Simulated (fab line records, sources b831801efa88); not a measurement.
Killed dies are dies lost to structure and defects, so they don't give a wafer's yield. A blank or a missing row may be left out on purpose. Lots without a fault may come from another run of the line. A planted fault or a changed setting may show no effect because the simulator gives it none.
fab line records | flow sky130
record lots=6 wafers=18 last_day=50
route steps=708 shown PWDE@54 NWELL@56 PAD_OPEN@708
lots that met no fault: from a run of the same line without faults
start_h: hours from the record's first day to the start of the lot's first wafer shown | wait_h: hours since the lot's step before | " the same as in the row above | L1.1+2: a row that stands for several wafers | - no value, or no start given | * or withheld: withheld | < > ~ a bound
route shown NAME@n: a module of which the file shows steps, and the number in the route of the first | usual: mean/standard deviation of fault-free wafers | same: alike in all rows | chamber/n: place in a boat | sites: the reading at each site | _std_site: their standard deviation | _edge_site: outer sites' mean less inner sites' | radius_mm: how far each site lies from the wafer's centre | mask NAME#n: copy n | behind: the tool/chamber that last shaped the wafer | hold: why the lot was held/for how many hours/how that ended | device: the transistor (n, p or np) that didn't switch | end of line: the same wafers' tests at the end of the route | a step without rows: its recipe alone | killed: dies lost to structure and defects at the first sort, not the wafer's yield | map: a wafer's dies, x killed, . not, _ none there
set.NAME: the setting as run; set.NAME@STEP: as run at that earlier step | model.NAME: the simulator's own value behind a step, which no gauge read
lots at some steps of the route; a table a step, a row a wafer
services: from which hour (start_h, from the record's first day; less than 0 if before it) a tool's chamber was out of use, for how many hours, and why
## steps
# step SKY_PWDE_STRIP_09
# recipe chemistry=O2/N2 power_w=1400 pressure_mtorr=1500 platen_temp_c=withheld o2_flow_sccm=3000 n2_flow_sccm=300 overash_fraction=0.5
# usual drypump_motor_current_A=5.7/0.34 oes_product_au=0.723/0.0051 strip_time_to_endpoint_s=36.91/0.12
# columns lot.wafer tool chamber start_h wait_h drypump_motor_current_A oes_product_au rf_hours_counter_h strip_time_to_endpoint_s
L712.2 plasma_asher-04 1 69.24 0.1 6.2 0.721 39 36.79
L712.3 " 1 " " 6.2 0.731 - 36.92
L712.6 " 0 " " 5.8 0.722 - 36.85
L726.1 plasma_asher-03 1 148.39 0.1 5.5 0.716 46 36.77
L726.2 " 0 " " 5.7 0.722 46 36.70
L726.3 " 1 " " 5.5 0.717 - 36.98
L730.1 plasma_asher-03 1 169.81 0.1 5.5 0.723 48 36.83
L730.3 " 0 " " 5.7 0.715 - 36.93
L730.6 " 0 " " 5.7 0.718 - 36.77
L733.2 plasma_asher-02 0 189.71 0.1 5.9 0.724 50 37.05
L733.4 " 0 " " 5.9 0.726 - 36.87
L733.5 " 1 " " 5.1 0.724 - 36.92
L734.1 plasma_asher-03 1 194.41 0.1 5.5 0.731 50 36.87
L734.3 " 1 " " 5.5 0.724 - 36.86
L734.5 " 1 " " 5.5 0.717 - 36.87
L735.2 plasma_asher-04 0 197.32 0.1 5.8 0.727 8 36.78
L735.4 " 0 " " 5.8 0.730 - 36.72
L735.5 " 0 " " 5.8 0.718 - 36.79
# step SKY_PWDE_TW_MEAS_10
# usual PWDE_TW=373.0/2
# columns lot.wafer tool chamber start_h wait_h PWDE_TW
L712.2 film_metro-02 - 69.35 0.1 372.7
L712.3 " - " " 372.8
L712.6 " - " " 374.6
L726.1 film_metro-02 - 148.49 0.1 374.5
L726.2 " - " " 373.8
L726.3 " - " " 373.7
L730.1 film_metro-01 - 169.91 0.1 372.0
L730.3 " - " " 371.2
L730.6 " - " " 372.8
L733.2 film_metro-02 - 189.82 0.1 371.5
L733.4 " - " " 374.1
L733.5 " - " " 375.0
L734.1 film_metro-03 - 194.51 0.1 373.3
L734.3 " - " " 370.1
L734.5 " - " " 372.4
L735.2 film_metro-02 - 197.43 0.1 372.1
L735.4 " - " " 375.0
L735.5 " - " " 377.0
# step SKY_NWELL_DEHYDRATE_03
# recipe temp_c=200 time_s=60
# step SKY_NWELL_HMDS_04
# recipe prime_time_s=60 prime_temp_c=120
# step SKY_NWELL_COAT_05
# recipe spin_rpm=2000 resist_thk_nm=3000
# step SKY_NWELL_SOFTBAKE_06
# recipe temp_c=110 time_s=withheld
# step SKY_NWELL_EXPOSE_07
# recipe mask_id=NWM na=0.6 source_shape=conventional sigma_outer=0.6 polarization=unpolarized target_cd_nm=840 dose_mj=255
# step SKY_NWELL_PEB_08
# recipe temp_c=115 time_s=withheld
# step SKY_NWELL_DEVELOP_09
# recipe wall_angle_deg=90 developer=TMAH develop_time_s=60 dev_temp_c=23
# step SKY_NWELL_OVL_MEAS_10
# usual NWELL_00_OVL=0.1/1.1
# columns lot.wafer tool chamber start_h wait_h NWELL_00_OVL[nm]
L712.2 overlay-02 - 86.20 - 0.2
L712.3 " - " " 1.5
L712.6 " - " " 1.3
L726.1 overlay-01 - 168.63 - 1.2
L726.2 " - " " -0.7
L726.3 " - " " -1.6
L730.1 overlay-02 - 190.66 - -2.0
L730.3 " - " " 1.5
L730.6 " - " " -1.0
L733.2 overlay-02 - 211.71 - 1.3
L733.4 " - " " -0.4
L733.5 " - " " -0.3
L734.1 overlay-02 - 216.48 - -1.0
L734.3 " - " " -0.3
L734.5 " - " " 0.3
L735.2 overlay-02 - 219.19 - 1.7
L735.4 " - " " 1.5
L735.5 " - " " 0.2
# step SKY_NWELL_IMPLANT_11
# recipe species=P energy_kev=400 dose_cm2=1.9e+13 tilt_deg=withheld
# step SKY_NWELL_IMPLANT_12
# recipe species=P energy_kev=120 dose_cm2=1.3e+12 tilt_deg=withheld
# step SKY_NWELL_IMPLANT_13
# recipe species=P energy_kev=50 dose_cm2=7e+11 tilt_deg=withheld
# usual dose_ions_cm2=7e+11/7.5e+08 faraday_current_uA=3.95/0.077
# columns lot.wafer tool chamber start_h wait_h dose_ions_cm2 faraday_current_uA
L712.2 implanter-02 0 86.55 0.1 7.012e+11 3.95
L712.3 " 0 " " 6.992e+11 3.86
L712.6 " 0 " " 6.997e+11 3.84
L726.1 implanter-04 0 168.97 0.1 6.998e+11 4.00
L726.2 " 0 " " 7.007e+11 3.87
L726.3 " 0 " " 7.007e+11 3.93
L730.1 implanter-04 0 190.99 0.1 6.98e+10 0.40
L730.3 " 0 " " 6.85e+10 0.38
L730.6 " 0 " " 6.87e+10 0.40
L733.2 implanter-02 0 212.07 0.1 6.998e+11 3.98
L733.4 " 0 " " 7.008e+11 3.99
L733.5 " 0 " " 6.993e+11 3.85
L734.1 implanter-04 0 216.82 0.1 6.92e+10 0.39
L734.3 " 0 " " 6.94e+10 0.40
L734.5 " 0 " " 6.88e+10 0.40
L735.2 implanter-03 0 219.54 0.1 7.011e+11 4.06
L735.4 " 0 " " 7.006e+11 3.90
L735.5 " 0 " " 7.007e+11 3.97
# step SKY_NWELL_STRIP_14
# recipe chemistry=O2/N2 power_w=1400 pressure_mtorr=1500 platen_temp_c=withheld o2_flow_sccm=3000 n2_flow_sccm=300 overash_fraction=0.5
# usual drypump_motor_current_A=5.8/0.38 oes_product_au=0.723/0.0047 strip_time_to_endpoint_s=36.91/0.094
# columns lot.wafer tool chamber start_h wait_h drypump_motor_current_A oes_product_au rf_hours_counter_h strip_time_to_endpoint_s
L712.2 plasma_asher-04 0 86.68 0.1 5.8 0.720 41 36.95
L712.3 " 1 " " 6.2 0.726 - 36.78
L712.6 " 0 " " 5.8 0.721 - 36.96
L726.1 plasma_asher-02 0 169.12 0.1 5.9 0.721 48 36.99
L726.2 " 1 " " 5.1 0.726 48 36.91
L726.3 " 1 " " 5.1 0.724 - 36.98
L730.1 plasma_asher-01 1 191.14 0.1 5.5 0.725 38 36.89
L730.3 " 0 " " 5.3 0.718 - 36.87
L730.6 " 0 " " 5.3 0.725 - 36.95
L733.2 plasma_asher-04 0 212.19 0.1 5.8 0.719 9 37.08
L733.4 " 0 " " 5.8 0.717 - 37.01
L733.5 " 0 " " 5.8 0.722 - 37.04
L734.1 plasma_asher-02 1 216.97 0.1 5.1 0.717 52 36.99
L734.3 " 1 " " 5.1 0.732 - 36.80
L734.5 " 1 " " 5.1 0.725 - 36.87
L735.2 plasma_asher-04 0 219.67 0.1 5.8 0.717 10 36.78
L735.4 " 0 " " 5.8 0.723 - 36.88
L735.5 " 1 " " 6.2 0.717 - 36.85
# step SKY_NWELL_TW_MEAS_15
# usual NWELL_TW=1809/16
# columns lot.wafer tool chamber start_h wait_h NWELL_TW
L712.2 film_metro-02 - 86.79 0.1 1816
L712.3 " - " " 1809
L712.6 " - " " 1811
L726.1 film_metro-03 - 169.22 0.1 1776
L726.2 " - " " 1786
L726.3 " - " " 1771
L730.1 film_metro-03 - 191.24 0.1 1791
L730.3 " - " " 1783
L730.6 " - " " 1776
L733.2 film_metro-01 - 212.30 0.1 1816
L733.4 " - " " 1829
L733.5 " - " " 1824
L734.1 film_metro-01 - 217.07 0.1 1825
L734.3 " - " " 1821
L734.5 " - " " 1823
L735.2 film_metro-03 - 219.78 0.1 1792
L735.4 " - " " 1781
L735.5 " - " " 1784
# step SKY_NWELL_DEHYDRATE_16
# recipe temp_c=200 time_s=60
# step SKY_NWELL_HMDS_17
# recipe prime_time_s=60 prime_temp_c=120
# step SKY_NWELL_COAT_18
# recipe spin_rpm=2000 resist_thk_nm=3000
# step SKY_NWELL_SOFTBAKE_19
# recipe temp_c=110 time_s=withheld
# step SKY_NWELL_EXPOSE_20
# recipe mask_id=NWM_COMPLEMENT na=0.6 source_shape=conventional sigma_outer=0.6 polarization=unpolarized target_cd_nm=840 dose_mj=260
# step SKY_NWELL_PEB_21
# recipe temp_c=115 time_s=withheld
# step SKY_NWELL_DEVELOP_22
# recipe wall_angle_deg=90 developer=TMAH develop_time_s=60 dev_temp_c=23
# step SKY_NWELL_OVL_MEAS_23
# usual NWELL_01_OVL=0.5/1.3
# columns lot.wafer tool chamber start_h wait_h NWELL_01_OVL[nm]
L712.2 overlay-02 - 104.25 - 0.4
L712.3 " - " " 1.7
L712.6 " - " " 0.5
L726.1 overlay-02 - 189.94 - 0.7
L726.2 " - " " 0.3
L726.3 " - " " 1.1
L730.1 overlay-02 - 212.98 - 0.0
L730.3 " - " " 0.1
L730.6 " - " " -1.2
L733.2 overlay-01 - 233.99 - 0.5
L733.4 " - " " 1.0
L733.5 " - " " -0.8
L734.1 overlay-02 - 239.26 - -1.2
L734.3 " - " " 0.5
L734.5 " - " " -1.5
L735.2 overlay-02 - 242.21 - 0.4
L735.4 " - " " -0.4
L735.5 " - " " 1.0
# step SKY_NWELL_IMPLANT_24
# recipe species=B energy_kev=140 dose_cm2=9.2e+12 tilt_deg=withheld
# step SKY_NWELL_STRIP_25
# recipe chemistry=O2/N2 power_w=1400 pressure_mtorr=1500 platen_temp_c=withheld o2_flow_sccm=3000 n2_flow_sccm=300 overash_fraction=0.5
# usual drypump_motor_current_A=5.6/0.36 oes_product_au=0.722/0.0044 strip_time_to_endpoint_s=36.93/0.13
# columns lot.wafer tool chamber start_h wait_h drypump_motor_current_A oes_product_au rf_hours_counter_h strip_time_to_endpoint_s
L712.2 plasma_asher-01 0 104.43 0.1 5.3 0.724 29 37.01
L712.3 " 0 " " 5.3 0.719 - 36.93
L712.6 " 0 " " 5.3 0.727 - 37.01
L726.1 plasma_asher-04 0 190.12 0.1 5.8 0.716 7 37.09
L726.2 " 1 " " 6.1 0.719 7 37.05
L726.3 " 1 " " 6.1 0.716 - 37.04
L730.1 plasma_asher-02 1 213.17 0.1 5.1 0.719 52 37.09
L730.3 " 1 " " 5.1 0.723 - 37.12
L730.6 " 1 " " 5.1 0.716 - 37.08
L733.2 plasma_asher-04 0 234.17 0.1 5.8 0.732 12 36.81
L733.4 " 1 " " 6.2 0.723 - 36.78
L733.5 " 1 " " 6.2 0.725 - 36.79
L734.1 plasma_asher-02 0 239.44 0.1 5.9 0.726 54 37.10
L734.3 " 0 " " 5.9 0.715 - 37.11
L734.5 " 1 " " 5.1 0.724 - 37.09
L735.2 plasma_asher-01 1 242.39 0.1 5.6 0.717 43 36.63
L735.4 " 1 " " 5.6 0.732 - 36.74
L735.5 " 0 " " 5.3 0.728 - 36.86
# step SKY_NWELL_TW_MEAS_26
# usual NWELL_2_TW=496/3.1
# columns lot.wafer tool chamber start_h wait_h NWELL_2_TW
L712.2 film_metro-01 - 104.54 0.1 496
L712.3 " - " " 495
L712.6 " - " " 494
L726.1 film_metro-02 - 190.22 0.1 498
L726.2 " - " " 496
L726.3 " - " " 499
L730.1 film_metro-02 - 213.27 0.1 495
L730.3 " - " " 498
L730.6 " - " " 495
L733.2 film_metro-01 - 234.28 0.1 499
L733.4 " - " " 497
L733.5 " - " " 500
L734.1 film_metro-03 - 239.54 0.1 489
L734.3 " - " " 487
L734.5 " - " " 490
L735.2 film_metro-01 - 242.50 0.1 496
L735.4 " - " " 496
L735.5 " - " " 497
# step SKY_NWELL_CLEAN_27
# recipe chemistry=SC1/SC2 mix=1:4:20 temp_c=70 time_s=150 dry=n2_spin
# step SKY_NWELL_RTA_28
# recipe temp_c=1050 time_s=30 idle_temp_c=650 ramp_up_c_per_s=150 ramp_down_c_per_s=90 ambient=N2
# usual lamp_power_pct=25.31/0.06 wafer_temp_C_max=1054.8/0.95
# same time_s=30
# columns lot.wafer tool chamber start_h wait_h lamp_power_pct wafer_temp_C_max
L712.2 rtp_anneal-01 0 104.65 0.0 25.39 1053.5
L712.3 " 0 " " 25.39 1054.4
L712.6 " 0 " " 25.26 1055.5
L726.1 rtp_anneal-01 0 190.34 0.0 25.29 1053.6
L726.2 " 0 " " 25.36 1054.1
L726.3 " 0 " " 25.37 1056.6
L730.1 rtp_anneal-02 0 213.38 0.0 25.35 1056.5
L730.3 " 0 " " 25.33 1055.5
L730.6 " 0 " " 25.40 1053.3
L733.2 rtp_anneal-02 0 234.41 0.0 25.29 1054.2
L733.4 " 0 " " 25.35 1053.2
L733.5 " 0 " " 25.34 1055.2
L734.1 rtp_anneal-01 0 239.65 0.0 25.34 1056.7
L734.3 " 0 " " 25.22 1053.8
L734.5 " 0 " " 25.34 1056.1
L735.2 rtp_anneal-02 0 242.62 0.0 25.33 1055.9
L735.4 " 0 " " 25.27 1054.5
L735.5 " 0 " " 25.38 1054.7
# step SKY_NWELL_RS_MEAS_29
# recipe thk_meas_gauge=four-point-probe
# usual NWELL_RS=625.3/1.5
# columns lot.wafer tool chamber start_h wait_h NWELL_RS[ohm/sq]
L712.2 film_metro-02 - 104.76 0.1 623.6
L712.3 " - " " 625.7
L712.6 " - " " 627.2
L726.1 film_metro-03 - 190.44 0.1 626.6
L726.2 " - " " 625.3
L726.3 " - " " 627.6
L730.1 film_metro-02 - 213.48 0.1 646.1
L730.3 " - " " 649.2
L730.6 " - " " 647.1
L733.2 film_metro-02 - 234.51 0.1 629.0
L733.4 " - " " 626.3
L733.5 " - " " 628.5
L734.1 film_metro-01 - 239.75 0.1 646.9
L734.3 " - " " 647.6
L734.5 " - " " 646.8
L735.2 film_metro-02 - 242.72 0.1 626.6
L735.4 " - " " 625.7
L735.5 " - " " 626.4
# step SKY_PAD_OPEN_PROBE_99
# usual killed_at_M0_to_M3=45/6.9 killed_at_M4_up=3.0/1.7 killed_at_contacts=25/5.6 killed_at_front_end=15/4.2 killed_at_other=0.3/0.55 killed_dies=89/9.6 killed_on_rim=18/4 killed_open=49/7.2 killed_short=39/6.5
# same gross_dies=492 killed_at_back_side=0
# columns lot.wafer tool chamber start_h wait_h killed_at_M0_to_M3 killed_at_M4_up killed_at_contacts killed_at_front_end killed_at_other killed_dies killed_on_rim killed_open killed_short model.etest.nfet_16v.r_on_ohm_um model.etest.pfet_16v.r_on_ohm_um model.etest.pfet_g5v0d10v5.r_on_ohm_um model.etest.tip_p.rs_ohm_sq model.etest.pfet_01v8.r_on_ohm_um model.etest.tip_p_5v.rs_ohm_sq model.etest.pfet_g5v0d10v5.drive_ua_um model.etest.pfet_01v8_lvt.drive_ua_um
L712.2 prober-02 - 1068.20 0.1 40 3 25 14 0 82 17 48 34 1.388e+04 1.519e+04 4779 6965 2924 2894 341.8 171
L712.3 prober-02 - 1068.25 0.2 45 3 30 18 1 97 20 57 40 1.401e+04 1.521e+04 4793 7008 2939 2878 333.6 171
L712.6 prober-02 - 1068.40 0.2 49 1 34 14 0 98 24 55 43 1.405e+04 1.536e+04 4829 6924 2972 2882 336.9 169.8
L726.1 prober-01 - 1158.69 0.1 45 3 29 11 2 90 17 50 40 1.419e+04 1.49e+04 4636 6716 2749 2850 351.3 181.3
L726.2 prober-01 - 1158.74 0.1 43 2 33 24 0 102 17 70 32 1.426e+04 1.529e+04 4662 6762 2832 2834 348.5 177.7
L726.3 prober-01 - 1158.79 0.2 42 2 21 21 0 86 17 47 39 1.442e+04 1.515e+04 4700 6774 2836 2823 344.4 177
L730.1 prober-01 - 1178.48 0.1 50 2 43 21 1 117 29 67 49 1.52e+04 1.46e+04 4469 6658 2920 2783 365.9 195.9
L730.3 prober-01 - 1178.58 0.2 52 1 20 16 0 89 24 47 42 1.528e+04 1.434e+04 4415 6702 2856 2755 370.8 198.1
L730.6 prober-01 - 1178.73 0.2 39 2 19 23 0 83 19 37 46 1.512e+04 1.417e+04 4341 6691 2873 2763 376.5 198.7
L733.2 prober-02 - 1193.35 0.1 60 2 22 11 3 98 17 53 42 1.394e+04 1.484e+04 4786 6837 2950 2851 340.4 171.4
L733.4 prober-02 - 1193.45 0.2 47 2 22 13 1 85 18 49 35 1.373e+04 1.476e+04 4746 6856 3024 2859 342.9 172.4
L733.5 prober-02 - 1193.50 0.2 39 2 22 20 2 85 19 43 41 1.389e+04 1.503e+04 4728 6907 2956 2842 346.2 174.4
L734.1 prober-01 - 1193.68 0.1 42 3 32 19 0 96 17 51 45 1.498e+04 1.457e+04 4292 6632 2737 2739 380.3 203.9
L734.3 prober-01 - 1193.78 0.2 45 2 19 22 0 88 15 53 35 1.498e+04 1.478e+04 4286 6624 2767 2740 377.6 200.7
L734.5 prober-01 - 1193.88 0.2 47 8 24 19 0 98 17 55 43 1.495e+04 1.476e+04 4245 6650 2750 2740 385.1 202.8
L735.2 prober-02 - 1195.39 0.1 50 6 28 14 0 98 20 55 42 1.432e+04 1.481e+04 4733 6868 2925 2805 345.6 175.1
L735.4 prober-02 - 1195.49 0.2 49 1 24 6 0 80 9 53 27 1.422e+04 1.466e+04 4634 6856 2910 2813 349.1 175.8
L735.5 prober-02 - 1195.54 0.2 43 2 39 17 0 101 21 67 34 1.443e+04 1.486e+04 4716 6823 2984 2801 342.5 175.5
# killed by level:class
L712.2 CONTACT:geometric_particle:open=11 VIA1:geometric_particle:open=9 LI_CONTACT:geometric_particle:open=7 METAL1:geometric_particle:short=6 METAL3:geometric_particle:short=6 FIELD_ISO:geometric_particle:open=5 VIA2:geometric_particle:open=5 VIA3:geometric_particle:open=5
L712.3 VIA1:geometric_particle:open=15 LI_CONTACT:geometric_particle:open=10 FIELD_ISO:geometric_particle:open=6 LOCAL_INTERCONNECT:geometric_particle:short=6 CONTACT:geometric_particle:open=6 VIA2:geometric_particle:open=6 VIA2:geometric_particle:short=5 LI_CONTACT:geometric_particle:short=4
L712.6 CONTACT:geometric_particle:open=14 LI_CONTACT:geometric_particle:open=8 VIA1:geometric_particle:open=8 VIA2:geometric_particle:short=7 VIA2:geometric_particle:open=6 METAL1:geometric_particle:short=5 METAL2:geometric_particle:short=5 FIELD_ISO:geometric_particle:open=4
L726.1 CONTACT:geometric_particle:open=15 VIA1:geometric_particle:open=14 VIA1:geometric_particle:short=6 VIA2:geometric_particle:open=4 LI_CONTACT:geometric_particle:short=4 VIA2:geometric_particle:short=4 VIA3:geometric_particle:short=4 FIELD_ISO:geometric_particle:open=3
L726.2 CONTACT:geometric_particle:open=17 VIA1:geometric_particle:open=12 LI_CONTACT:geometric_particle:open=9 POLY_GATE:geometric_particle:open=8 VIA3:geometric_particle:open=7 POLY_GATE:geometric_particle:short=5 CONTACT:geometric_particle:short=5 FIELD_ISO:geometric_particle:open=4
L726.3 CONTACT:geometric_particle:open=10 VIA3:geometric_particle:open=6 METAL2:geometric_particle:open=5 VIA1:geometric_particle:open=5 POLY_GATE:geometric_particle:open=4 POLY_CUT:geometric_particle:short=4 LOCAL_INTERCONNECT:geometric_particle:short=4 CONTACT:geometric_particle:short=4
L730.1 VIA1:geometric_particle:open=16 CONTACT:geometric_particle:open=14 LI_CONTACT:geometric_particle:open=10 CONTACT:geometric_particle:short=8 FIELD_ISO:geometric_particle:short=7 FIELD_ISO:geometric_particle:open=6 LOCAL_INTERCONNECT:geometric_particle:short=6 METAL2:geometric_particle:short=6
L730.3 VIA2:geometric_particle:open=10 METAL2:geometric_particle:short=8 VIA3:geometric_particle:open=8 POLY_GATE:geometric_particle:short=6 LI_CONTACT:geometric_particle:open=6 CONTACT:geometric_particle:open=6 VIA1:geometric_particle:open=6 METAL1:geometric_particle:short=5
L730.6 POLY_GATE:geometric_particle:short=11 VIA3:geometric_particle:open=8 VIA1:geometric_particle:open=8 CONTACT:geometric_particle:short=6 VIA2:geometric_particle:open=5 LI_CONTACT:geometric_particle:open=5 VIA1:geometric_particle:short=5 CONTACT:geometric_particle:open=4
L733.2 VIA2:geometric_particle:open=12 VIA1:geometric_particle:open=11 METAL2:geometric_particle:short=9 LI_CONTACT:geometric_particle:open=8 METAL1:geometric_particle:short=6 VIA3:geometric_particle:open=6 FIELD_ISO:geometric_particle:open=5 CONTACT:geometric_particle:open=5
L733.4 VIA2:geometric_particle:open=12 VIA3:geometric_particle:open=9 VIA1:geometric_particle:open=7 LI_CONTACT:geometric_particle:open=7 CONTACT:geometric_particle:open=5 METAL1:geometric_particle:short=5 LOCAL_INTERCONNECT:geometric_particle:short=4 CONTACT:geometric_particle:short=4
L733.5 VIA1:geometric_particle:open=9 VIA2:geometric_particle:open=7 CONTACT:geometric_particle:short=6 METAL1:geometric_particle:short=6 FIELD_ISO:geometric_particle:short=5 POLY_GATE:geometric_particle:short=5 LI_CONTACT:geometric_particle:open=5 FIELD_ISO:geometric_particle:open=4
L734.1 CONTACT:geometric_particle:open=13 VIA1:geometric_particle:open=9 VIA3:geometric_particle:open=9 VIA1:geometric_particle:short=8 CONTACT:geometric_particle:short=7 FIELD_ISO:geometric_particle:short=6 LI_CONTACT:geometric_particle:open=6 VIA2:geometric_particle:open=6
L734.3 VIA1:geometric_particle:open=19 VIA3:geometric_particle:open=8 FIELD_ISO:geometric_particle:open=7 CONTACT:geometric_particle:short=6 LI_CONTACT:geometric_particle:open=6 VIA2:geometric_particle:open=6 POLY_GATE:geometric_particle:short=5 POLY_GATE:geometric_particle:open=5
L734.5 VIA3:geometric_particle:open=11 CONTACT:geometric_particle:open=10 VIA1:geometric_particle:open=8 LI_CONTACT:geometric_particle:open=7 METAL1:geometric_particle:short=7 METAL4:geometric_particle:short=6 VIA2:geometric_particle:open=5 FIELD_ISO:geometric_particle:short=4
L735.2 VIA1:geometric_particle:open=13 CONTACT:geometric_particle:open=8 VIA3:geometric_particle:open=8 POLY_GATE:geometric_particle:open=7 LI_CONTACT:geometric_particle:short=7 LI_CONTACT:geometric_particle:open=6 VIA1:geometric_particle:short=6 METAL2:geometric_particle:short=6
L735.4 CONTACT:geometric_particle:open=11 VIA1:geometric_particle:open=11 VIA3:geometric_particle:open=8 VIA2:geometric_particle:open=7 LI_CONTACT:geometric_particle:open=6 VIA1:geometric_particle:short=5 METAL1:geometric_particle:short=4 METAL3:geometric_particle:short=4
L735.5 CONTACT:geometric_particle:open=18 VIA1:geometric_particle:open=12 VIA2:geometric_particle:open=9 LI_CONTACT:geometric_particle:open=8 CONTACT:geometric_particle:short=7 FIELD_ISO:geometric_particle:open=5 VIA3:geometric_particle:open=5 POLY_GATE:geometric_particle:short=4
## services
# columns tool chamber start_h hours kind
implanter-04 - 56.96 5.5 repair
rtp_anneal-02 - 70.18 5.6 pm
plasma_asher-01 - 86.26 1.0 repair
implanter-04 - 90.97 4.8 pm
implanter-02 - 96.13 5.2 pm
implanter-03 - 99.69 4.4 pm
plasma_asher-04 - 108.75 9.0 pm
plasma_asher-04 0 108.75 9.0 vent_cycle
plasma_asher-04 1 108.75 9.0 vent_cycle
implanter-03 - 111.99 2.8 repair
plasma_asher-03 - 113.14 3.2 repair
plasma_asher-04 0 117.75 - clean
plasma_asher-04 1 117.75 - clean
implanter-03 - 129.77 2.6 repair
plasma_asher-01 - 143.46 2.8 pm
implanter-04 - 148.08 1.8 repair
implanter-03 - 149.36 1.0 repair
implanter-03 - 152.90 1.1 repair
plasma_asher-03 - 175.67 2.1 repair
implanter-03 - 220.95 3.0 repair
## key
first_sign step=SKY_NWELL_IMPLANT_13 reading=dose_ions_cm2 direction=down sigmas=99+ usual=* struck=*
effect step=SKY_NWELL_IMPLANT_13 reading=faraday_current_uA direction=down sigmas=46 usual=3.95 struck=0.39
effect step=SKY_NWELL_RS_MEAS_29 reading=NWELL_RS direction=up sigmas=15 usual=625.3 struck=647.3
model_effect step=SKY_PAD_OPEN_PROBE_99 value=etest.nfet_16v.r_on_ohm_um without=1.412e+04 struck=1.508e+04
met_at SKY_NWELL_IMPLANT_13
struck_wafers L730.1,L730.3,L730.6,L734.1,L734.3,L734.5
tester_left_out L730,L734
onset_between 168.97 190.99
fault kind=process_parameter_drift tool=implanter-04 chamber=- onset_h=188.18 steps=SKY_NWELL_IMPLANT_13 channel=dose_cm2 offset=* shape=step end_h=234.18 acts_in=* stated=*
# tester_left_out: of these lots the tester's yield and bins aren't shown, on N5 and GAA mostly nor the transistor test; their killed dies are dies lost to structure and defects alone, not to doping, threshold or leakage, so they don't give the yield
